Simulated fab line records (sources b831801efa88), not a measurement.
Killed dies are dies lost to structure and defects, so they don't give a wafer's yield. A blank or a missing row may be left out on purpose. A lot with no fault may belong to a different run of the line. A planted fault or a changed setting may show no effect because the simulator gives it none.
Which tool did it? :: flow sky130 :: 10 lots with 30 wafers sampled at 6 steps, on a route of 708 steps

== WHAT EACH GAUGE READ, for each wafer ==
SKY_RES_PROTECT_TW_MEAS_08.
lot: L358
measured: day 16 03:11
on: filmMetro-02
POLY_GATE_TW: 4024 4012 4026

lot: L362
measured: day 17 13:15
on: filmMetro-04
POLY_GATE_TW: 3720 3734 3714

lot: L365
measured: day 18 13:18
on: filmMetro-04
POLY_GATE_TW: 3733 3730 3732

lot: L370
measured: day 20 08:23
on: filmMetro-03
POLY_GATE_TW: 3990 4005 4006

lot: L372
measured: day 21 05:22
on: filmMetro-02
POLY_GATE_TW: 3981 3965 3967

lot: L373
measured: day 21 10:11
on: filmMetro-04
POLY_GATE_TW: 4055 4087 4090

lot: L374
measured: day 21 15:42
on: filmMetro-02
POLY_GATE_TW: 3987 3971 4006

lot: L376
measured: day 22 08:56
on: filmMetro-04
POLY_GATE_TW: 4083 4069 4091

lot: L377
measured: day 23 01:02
on: filmMetro-02
POLY_GATE_TW: 3988 3992 3973

lot: L379
measured: day 24 01:10
on: filmMetro-02
POLY_GATE_TW: 4001 4011 3998

SKY_LDD_N_OVL_MEAS_07.
lot: L358
measured: day 18 17:02
on: overlay-02
LDD_N_OVL (nm): -0.6 -0.7 -0.3

lot: L362
measured: day 20 08:51
on: overlay-01
LDD_N_OVL (nm): 0.3 2.5 0.7

lot: L365
measured: day 21 06:01
on: overlay-02
LDD_N_OVL (nm): -0.7 -1.7 -3.0

lot: L370
measured: day 23 03:14
on: overlay-01
LDD_N_OVL (nm): -2.4 -1.9 -1.6

lot: L372
measured: day 23 23:57
on: overlay-02
LDD_N_OVL (nm): -0.6 0.6 0.4

lot: L373
measured: day 24 03:32
on: overlay-02
LDD_N_OVL (nm): -1.6 -1.6 -1.0

lot: L374
measured: day 24 07:47
on: overlay-01
LDD_N_OVL (nm): -1.3 -1.1 -0.7

lot: L376
measured: day 25 00:39
on: overlay-02
LDD_N_OVL (nm): 0.2 -0.3 -1.7

lot: L377
measured: day 25 16:51
on: overlay-01
LDD_N_OVL (nm): -1.9 -2.3 -2.0

lot: L379
measured: day 26 17:09
on: overlay-02
LDD_N_OVL (nm): -0.6 -0.3 -0.5

== WHAT TOOL EACH LOT RAN ON (gives the tool, then ch and the chambers of the sampled wafers, and finally the start) ==
lot: L358
SKY_VT_ADJUST_NCORE_STRIP_10: plasmaAsher-02 ch 0,1, day 9 10:26
SKY_POLY_GATE_IMPLANT_02: implanter-04 ch 0, day 16 02:56
SKY_RES_PROTECT_STRIP_07: plasmaAsher-04 ch 0,1, day 16 03:05
SKY_POLY_GATE_ETCH_16: rieDiel-03 ch 0,3, day 17 09:23

lot: L362
SKY_VT_ADJUST_NCORE_STRIP_10: plasmaAsher-01 ch 0,1, day 10 12:33
SKY_POLY_GATE_IMPLANT_02: implanter-04 ch 0, day 17 13:01
SKY_RES_PROTECT_STRIP_07: plasmaAsher-01 ch 0,1, day 17 13:08
SKY_POLY_GATE_ETCH_16: rieDiel-02 ch 0,2,3, day 18 22:42

lot: L365
SKY_VT_ADJUST_NCORE_STRIP_10: plasmaAsher-02 ch 0,1, day 11 09:47
SKY_POLY_GATE_IMPLANT_02: implanter-04 ch 0, day 18 13:04
SKY_RES_PROTECT_STRIP_07: plasmaAsher-01 ch 1, day 18 13:11
SKY_POLY_GATE_ETCH_16: rieDiel-02 ch 1,3, day 19 21:50

lot: L370
SKY_VT_ADJUST_NCORE_STRIP_10: plasmaAsher-02 ch 1, day 12 18:20
SKY_POLY_GATE_IMPLANT_02: implanter-01 ch 0, day 20 08:08
SKY_RES_PROTECT_STRIP_07: plasmaAsher-03 ch 1, day 20 08:17
SKY_POLY_GATE_ETCH_16: rieDiel-02 ch 1,2, day 21 19:14

lot: L372
SKY_VT_ADJUST_NCORE_STRIP_10: plasmaAsher-01 ch 0,1, day 13 15:14
SKY_POLY_GATE_IMPLANT_02: implanter-02 ch 0, day 21 05:08
SKY_RES_PROTECT_STRIP_07: plasmaAsher-03 ch 0,1, day 21 05:16
SKY_POLY_GATE_ETCH_16: rieDiel-01 ch 1,2,3, day 22 16:08

lot: L373
SKY_VT_ADJUST_NCORE_STRIP_10: plasmaAsher-02 ch 0, day 13 15:56
SKY_POLY_GATE_IMPLANT_02: implanter-02 ch 0, day 21 09:56
SKY_RES_PROTECT_STRIP_07: plasmaAsher-01 ch 0,1, day 21 10:05
SKY_POLY_GATE_ETCH_16: rieDiel-02 ch 0,1,2, day 22 19:56

lot: L374
SKY_VT_ADJUST_NCORE_STRIP_10: plasmaAsher-03 ch 0,1, day 13 23:50
SKY_POLY_GATE_IMPLANT_02: implanter-01 ch 0, day 21 15:29
SKY_RES_PROTECT_STRIP_07: plasmaAsher-04 ch 0,1, day 21 15:37
SKY_POLY_GATE_ETCH_16: rieDiel-03 ch 1,2,3, day 23 00:29

lot: L376
SKY_VT_ADJUST_NCORE_STRIP_10: plasmaAsher-03 ch 1, day 14 13:07
SKY_POLY_GATE_IMPLANT_02: implanter-04 ch 0, day 22 08:41
SKY_RES_PROTECT_STRIP_07: plasmaAsher-03 ch 0,1, day 22 08:50
SKY_POLY_GATE_ETCH_16: rieDiel-02 ch 0,2, day 23 18:08

lot: L377
SKY_VT_ADJUST_NCORE_STRIP_10: plasmaAsher-02 ch 1, day 15 05:22
SKY_POLY_GATE_IMPLANT_02: implanter-01 ch 0, day 23 00:47
SKY_RES_PROTECT_STRIP_07: plasmaAsher-04 ch 0, day 23 00:56
SKY_POLY_GATE_ETCH_16: rieDiel-03 ch 0,1, day 24 09:38

lot: L379
SKY_VT_ADJUST_NCORE_STRIP_10: plasmaAsher-01 ch 0,1, day 16 01:25
SKY_POLY_GATE_IMPLANT_02: implanter-02 ch 0, day 24 00:56
SKY_RES_PROTECT_STRIP_07: plasmaAsher-03 ch 0,1, day 24 01:04
SKY_POLY_GATE_ETCH_16: rieDiel-01 ch 1,3, day 25 09:29
- SKY_VT_ADJUST_NCORE_STRIP_10: strips in O2/N2.
- SKY_POLY_GATE_IMPLANT_02
- SKY_RES_PROTECT_STRIP_07: strips in O2/N2.
- SKY_POLY_GATE_ETCH_16: etches Si3N4 in CH3F/O2, stops on poly-Si, time 147.5 s, target depth 75 nm.

== AS READ BY THE TOOLS THEMSELVES (means over the sampled wafers that have a number; for cases with no such wafer, the mark the record gives instead) ==
SKY_VT_ADJUST_NCORE_STRIP_10.
lot: L358
tool: plasmaAsher-02
drypumpMotorCurrentA (A): 6.24
o2FlowSccm (sccm): 2998
oesProductAu (a.u.): 0.717
stripTimeToEndpointS (s): 14.17

lot: L362
tool: plasmaAsher-01
drypumpMotorCurrentA (A): 5.60
o2FlowSccm (sccm): 3001
oesProductAu (a.u.): 0.717
stripTimeToEndpointS (s): 14.14

lot: L365
tool: plasmaAsher-02
drypumpMotorCurrentA (A): 6.14
o2FlowSccm (sccm): 2992
oesProductAu (a.u.): 0.719
stripTimeToEndpointS (s): 14.27

lot: L370
tool: plasmaAsher-02
drypumpMotorCurrentA (A): 6.34
o2FlowSccm (sccm): 2999
oesProductAu (a.u.): 0.717
stripTimeToEndpointS (s): 14.18

lot: L372
tool: plasmaAsher-01
drypumpMotorCurrentA (A): 5.59
o2FlowSccm (sccm): 2999
oesProductAu (a.u.): 0.709
stripTimeToEndpointS (s): 14.17

lot: L373
tool: plasmaAsher-02
drypumpMotorCurrentA (A): 6.03
o2FlowSccm (sccm): 2998
oesProductAu (a.u.): 0.720
stripTimeToEndpointS (s): 14.17

lot: L374
tool: plasmaAsher-03
drypumpMotorCurrentA (A): 5.87
o2FlowSccm (sccm): 2992
oesProductAu (a.u.): 0.715
stripTimeToEndpointS (s): 14.18

lot: L376
tool: plasmaAsher-03
drypumpMotorCurrentA (A): 6.19
o2FlowSccm (sccm): 3009
oesProductAu (a.u.): 0.714
stripTimeToEndpointS (s): 14.12

lot: L377
tool: plasmaAsher-02
drypumpMotorCurrentA (A): 6.30
o2FlowSccm (sccm): 3006
oesProductAu (a.u.): 0.714
stripTimeToEndpointS (s): 14.22

lot: L379
tool: plasmaAsher-01
drypumpMotorCurrentA (A): 5.71
o2FlowSccm (sccm): 3001
oesProductAu (a.u.): 0.716
stripTimeToEndpointS (s): 14.23

SKY_POLY_GATE_IMPLANT_02.
lot: L358
tool: implanter-04
beamOnS (s): 37.5
doseIonsCm2: 7.710e+15
endStationPressureTorr (Torr): 1.04e-05
tiltDeg (degrees): -0.018

lot: L362
tool: implanter-04
beamOnS (s): 14.2
doseIonsCm2: 2.892e+15
endStationPressureTorr (Torr): 1.39e-05
tiltDeg (degrees): -0.038

lot: L365
tool: implanter-04
beamOnS (s): 14.2
doseIonsCm2: 2.884e+15
endStationPressureTorr (Torr): 1.29e-05
tiltDeg (degrees): 0.009

lot: L370
tool: implanter-01
beamOnS (s): 35.8
doseIonsCm2: 7.710e+15
endStationPressureTorr (Torr): 1.09e-05
tiltDeg (degrees): 0.011

lot: L372
tool: implanter-02
beamOnS (s): 35.9
doseIonsCm2: 7.711e+15
endStationPressureTorr (Torr): 1.09e-05
tiltDeg (degrees): -0.008

lot: L373
tool: implanter-02
beamOnS (s): 35.7
doseIonsCm2: 7.702e+15
endStationPressureTorr (Torr): 1.01e-05
tiltDeg (degrees): -0.030

lot: L374
tool: implanter-01
beamOnS (s): 36.1
doseIonsCm2: 7.706e+15
endStationPressureTorr (Torr): 1.05e-05
tiltDeg (degrees): 0.019

lot: L376
tool: implanter-04
beamOnS (s): 37.6
doseIonsCm2: 7.698e+15
endStationPressureTorr (Torr): 1.03e-05
tiltDeg (degrees): 0.004

lot: L377
tool: implanter-01
beamOnS (s): 36.8
doseIonsCm2: 7.696e+15
endStationPressureTorr (Torr): 1.03e-05
tiltDeg (degrees): 0.007

lot: L379
tool: implanter-02
beamOnS (s): 35.6
doseIonsCm2: 7.698e+15
endStationPressureTorr (Torr): 1.06e-05
tiltDeg (degrees): 0.002

SKY_RES_PROTECT_STRIP_07.
lot: L358
tool: plasmaAsher-04
drypumpMotorCurrentA (A): 6.15
o2FlowSccm (sccm): 2996
oesProductAu (a.u.): 0.517
stripTimeToEndpointS (s): 23.30

lot: L362
tool: plasmaAsher-01
drypumpMotorCurrentA (A): 5.72
o2FlowSccm (sccm): 3009
oesProductAu (a.u.): 0.574
stripTimeToEndpointS (s): 19.43

lot: L365
tool: plasmaAsher-01
drypumpMotorCurrentA (A): 5.49
o2FlowSccm (sccm): 2998
oesProductAu (a.u.): 0.575
stripTimeToEndpointS (s): 19.45

lot: L370
tool: plasmaAsher-03
drypumpMotorCurrentA (A): 6.15
o2FlowSccm (sccm): 3000
oesProductAu (a.u.): 0.519
stripTimeToEndpointS (s): 23.29

lot: L372
tool: plasmaAsher-03
drypumpMotorCurrentA (A): 5.86
o2FlowSccm (sccm): 3015
oesProductAu (a.u.): 0.516
stripTimeToEndpointS (s): 23.25

lot: L373
tool: plasmaAsher-01
drypumpMotorCurrentA (A): 5.58
o2FlowSccm (sccm): 2999
oesProductAu (a.u.): 0.515
stripTimeToEndpointS (s): 23.33

lot: L374
tool: plasmaAsher-04
drypumpMotorCurrentA (A): 6.19
o2FlowSccm (sccm): 2999
oesProductAu (a.u.): 0.519
stripTimeToEndpointS (s): 23.27

lot: L376
tool: plasmaAsher-03
drypumpMotorCurrentA (A): 5.87
o2FlowSccm (sccm): 3005
oesProductAu (a.u.): 0.514
stripTimeToEndpointS (s): 23.28

lot: L377
tool: plasmaAsher-04
drypumpMotorCurrentA (A): 6.25
o2FlowSccm (sccm): 2989
oesProductAu (a.u.): 0.518
stripTimeToEndpointS (s): 23.34

lot: L379
tool: plasmaAsher-03
drypumpMotorCurrentA (A): 5.87
o2FlowSccm (sccm): 3000
oesProductAu (a.u.): 0.517
stripTimeToEndpointS (s): 23.27

SKY_POLY_GATE_ETCH_16.
lot: L358
tool: rieDiel-03
biasW (W): 80.08
drypumpMotorCurrentA (A): 6.2
oesProductAu (a.u.): 0.644
throttleValvePct (%): 10.527

lot: L362
tool: rieDiel-02
biasW (W): 79.83
drypumpMotorCurrentA (A): 6.1
oesProductAu (a.u.): 0.634
throttleValvePct (%): 10.539

lot: L365
tool: rieDiel-02
biasW (W): 79.79
drypumpMotorCurrentA (A): 6.0
oesProductAu (a.u.): 0.638
throttleValvePct (%): 10.541

lot: L370
tool: rieDiel-02
biasW (W): 80.10
drypumpMotorCurrentA (A): 5.0
oesProductAu (a.u.): 0.637
throttleValvePct (%): 10.533

lot: L372
tool: rieDiel-01
biasW (W): 79.81
drypumpMotorCurrentA (A): 5.9
oesProductAu (a.u.): 0.637
throttleValvePct (%): 10.525

lot: L373
tool: rieDiel-02
biasW (W): 79.99
drypumpMotorCurrentA (A): 5.5
oesProductAu (a.u.): 0.643
throttleValvePct (%): 10.541

lot: L374
tool: rieDiel-03
biasW (W): 80.14
drypumpMotorCurrentA (A): 6.3
oesProductAu (a.u.): 0.646
throttleValvePct (%): 10.537

lot: L376
tool: rieDiel-02
biasW (W): 79.92
drypumpMotorCurrentA (A): 5.7
oesProductAu (a.u.): 0.633
throttleValvePct (%): 10.532

lot: L377
tool: rieDiel-03
biasW (W): 80.23
drypumpMotorCurrentA (A): 6.4
oesProductAu (a.u.): 0.641
throttleValvePct (%): 10.536

lot: L379
tool: rieDiel-01
biasW (W): 79.68
drypumpMotorCurrentA (A): 6.1
oesProductAu (a.u.): 0.644
throttleValvePct (%): 10.541

== THE ANSWER, worked out from the rows above alone ==
Rule: usual is defined by the lots themselves. Put in order of their means at a reading, lots are off if they are a third of the lots or fewer, leave a main group of 4 or more, and stand apart from it by a gap of 3 or more times the standard deviation of the main group's means; of several such gaps the widest counts. Not used: any main group whose means are identical at the precision the tables above print for the reading. A lot without any number at a reading at which 4 lots or more have one is off too. All remaining lots with rows at the step are treated as sound. Order of review: gauges by route order, followed by the tools' own readings, for which a lot's mean as printed above is used. At the first step where some lot is off, the reading lying furthest off is the one used; lots without a number count as furthest.
Off: at SKY_RES_PROTECT_TW_MEAS_08 (POLY_GATE_TW), L362, L365. Mean 4016 and standard deviation 39 in the main group.
A tool fits if, at a process step before that reading, it ran every lot that is off, and no sound lot after the first of them. Not tried: the gauges at SKY_RES_PROTECT_TW_MEAS_08; whatever is off there is also off at SKY_POLY_GATE_IMPLANT_02, on other tools, and gauge error can't account for it. Not one of the candidates tried fits.

== WHAT HAD BEEN PUT IN BY THE SIMULATOR ==
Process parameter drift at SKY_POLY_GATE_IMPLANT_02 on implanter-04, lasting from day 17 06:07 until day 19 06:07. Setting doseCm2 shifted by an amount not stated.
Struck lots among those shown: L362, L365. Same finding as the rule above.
